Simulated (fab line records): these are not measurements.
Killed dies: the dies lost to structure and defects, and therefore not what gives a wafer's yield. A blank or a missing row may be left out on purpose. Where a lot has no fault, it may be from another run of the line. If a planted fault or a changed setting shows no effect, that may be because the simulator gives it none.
Matching of chambers | flow sky130 | pecvd-01 running SKY_CAP2M_CVD_00: 3 sister chambers
The step deposits SiO2, target thk 15.5 nm. 6 wafers are shown with their chamber, then 7 later ones without.

== WAFERS WITH THEIR CHAMBER ==
wafer  | chamber | heaterPowerW (W)
L988.5 | 2       | 782
L993.1 | 0       | 752
L993.2 | 1       | 758
L993.4 | 2       | 717
L996.2 | 1       | 746
L996.4 | 0       | 662

== WAFERS WHOSE CHAMBER IS MISSING ==
wafer  | heaterPowerW (W)
L996.6 | 764
L999.1 | 750
L999.3 | 671
L999.4 | 657
L101.2 | 774
L101.4 | 790
L101.6 | 746

== EACH ONE'S CHAMBER ==
wafer  | from the rows above          | in truth
L996.6 | can't be placed: 1 or 2 or 0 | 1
L999.1 | can't be placed: 2 or 1 or 0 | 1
L999.3 | can't be placed: 0 or 2 or 1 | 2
L999.4 | can't be placed: 0 or 2 or 1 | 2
L101.2 | can't be placed: 1 or 2 or 0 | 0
L101.4 | can't be placed: 1 or 2 or 0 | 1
L101.6 | can't be placed: 2 or 1 or 0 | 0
Correctly placed: 0 of 7. Cannot be placed on the basis of these rows: 7; the candidates contain the true chamber in 7. Number placed wrongly: 0.
How it was worked out, from the rows above alone: a wafer's distance from a chamber is the root of the sum, over the readings, of the square of ((its reading less the chamber's mean) divided by the reading's scatter). The wafer belongs to the nearest chamber; if the next one is less than 2 further off, it can't be placed. For every chamber, the mean is computed from those of its wafers that are shown. How the scatter is found: for the shown wafers, subtract from each reading the mean of its chamber, square and add these, divide the total by (wafers less chambers), then take the root.
